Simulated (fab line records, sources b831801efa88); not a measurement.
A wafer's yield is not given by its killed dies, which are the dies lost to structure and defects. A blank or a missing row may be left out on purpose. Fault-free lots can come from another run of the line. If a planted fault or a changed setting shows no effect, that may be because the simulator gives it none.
Which of the tools did it? -- flow sfq line -- 14 lots with 42 wafers sampled at 3 steps, on a route of 325 steps

== WHAT THE GAUGES SHOWED, per wafer ==
SFQ_M0_OVL_MEAS_906.
lot,measured,on,M0_OVL (nm)
L710,day 11 02:34,overlay-01,-6 0 -3
L713,day 11 10:58,overlay-02,-1 -9 -4
L714,day 11 13:22,overlay-02,-7 -8 -9
L715,day 11 15:46,overlay-02,0 -4 2
L716,day 11 18:10,overlay-01,-1 1 4
L717,day 12 03:46,overlay-02,2 7 1
L718,day 12 08:34,overlay-02,-1 4 -2
L721,day 12 18:10,overlay-01,-13 -6 -4
L724,day 13 06:10,overlay-02,3 2 5
L727,day 14 02:07,overlay-01,-1 1 4
L728,day 19 18:37,overlay-02,-6 -9 -7
L729,day 20 15:01,overlay-02,-8 -2 -3
L730,day 21 10:24,overlay-01,-5 -2 -8
L731,day 21 15:13,overlay-01,-3 -4 -3

SFQ_I2_BOW_MEAS_917.
lot,measured,on,I2_BOW (um)
L710,day 32 11:03,film metro-04,-9 -7 -5
L713,day 32 17:58,film metro-01,7 -4 4
L714,day 32 19:22,film metro-04,10 12 5
L715,day 32 20:59,film metro-03,3 20 7
L716,day 32 23:01,film metro-01,7 2 5
L717,day 33 00:34,film metro-04,13 7 20
L718,day 33 02:00,film metro-01,7 1 1
L721,day 33 15:42,film metro-03,7 3 22
L724,day 34 06:42,film metro-04,0 14 21
L727,day 34 13:12,film metro-03,-4 10 4
L728,day 34 15:42,film metro-01,7 13 11
L729,day 34 18:43,film metro-03,-6 -6 -2
L730,day 42 23:27,film metro-04,-4 3 -5
L731,day 43 10:10,film metro-01,-13 -14 -17

== TOOL THAT RAN EACH LOT (tool first, then ch and the chambers of the sampled wafers, then the start) ==
lot,SFQ_TRILAYER_I1_VIA_LITHO_EXPOSE_050
L710,"krf scanner-01 ch 0, day 24 22:29"
L713,"krf scanner-01 ch 0, day 25 03:17"
L714,"krf scanner-01, day 25 05:17"
L715,"krf scanner-01, day 25 08:17"
L716,"krf scanner-01 ch 0, day 25 10:17"
L717,"krf scanner-01 ch 0, day 25 11:17"
L718,"krf scanner-01 ch 0, day 25 12:29"
L721,"krf scanner-01 ch 0, day 25 22:05"
L724,"krf scanner-02 ch 0, day 26 15:01"
L727,"krf scanner-01 ch 0, day 26 21:46"
L728,"krf scanner-01 ch 0, day 26 22:58"
L729,"krf scanner-01 ch 0, day 27 00:22"
L730,"krf scanner-02 ch 0, day 39 21:49"
L731,"krf scanner-02 ch 0, day 40 02:37"
- SFQ_TRILAYER_I1_VIA_LITHO_EXPOSE_050: exposes mask I1, target cd 500 nm.

== WHAT THE TOOLS THEMSELVES READ (means of the sampled wafers that have a number; where no wafer has one, the mark that the record gives instead) ==
SFQ_TRILAYER_I1_VIA_LITHO_EXPOSE_050.
lot,tool,exposure dose mJ cm2,focus offset nm (nm)
L710,krf scanner-01,21.307,-0.0
L713,krf scanner-01,21.346,-0.0
L714,krf scanner-01,-,-
L715,krf scanner-01,-,-
L716,krf scanner-01,21.293,0.7
L717,krf scanner-01,21.307,-0.1
L718,krf scanner-01,21.306,-0.2
L721,krf scanner-01,21.306,0.3
L724,krf scanner-02,21.311,0.7
L727,krf scanner-01,21.300,0.2
L728,krf scanner-01,21.296,-0.1
L729,krf scanner-01,21.301,0.2
L730,krf scanner-02,21.262,-0.1
L731,krf scanner-02,21.330,1.0

== THE ANSWER, worked out from the rows above alone ==
Rule: the lots themselves supply what counts as usual. The widest of any qualifying gaps counts: lots, ordered by their means at a reading, are off when they make up no more than a third of the lots, leave a main group of 4 or more, and stand apart from it by 3 or more times the standard deviation of that group's means. The tables above print the reading to a certain number of digits; a main group whose means all agree to those digits is not used. A lot without any number at a reading at which 4 lots or more have one is off too. Any other lot the step has rows for is counted as sound. The gauges are gone through in route order, then the tools' own readings, and for those a lot's mean is taken as printed above. The first step at which some lot is off is used, and at that step the reading that is off furthest; a lot without a number counts as furthest.
Off: L714, L715 (SFQ_TRILAYER_I1_VIA_LITHO_EXPOSE_050, exposure dose mJ cm2). Without a number there: L714, L715. Mean 21.305 and standard deviation 0.019 in the main group.
If a tool, at that step or one of the process steps before it, ran each lot that is off and ran no sound lot following the first of them, it fits. Of those tried, none fits.

== WHAT WAS PUT IN BY THE SIMULATOR ==
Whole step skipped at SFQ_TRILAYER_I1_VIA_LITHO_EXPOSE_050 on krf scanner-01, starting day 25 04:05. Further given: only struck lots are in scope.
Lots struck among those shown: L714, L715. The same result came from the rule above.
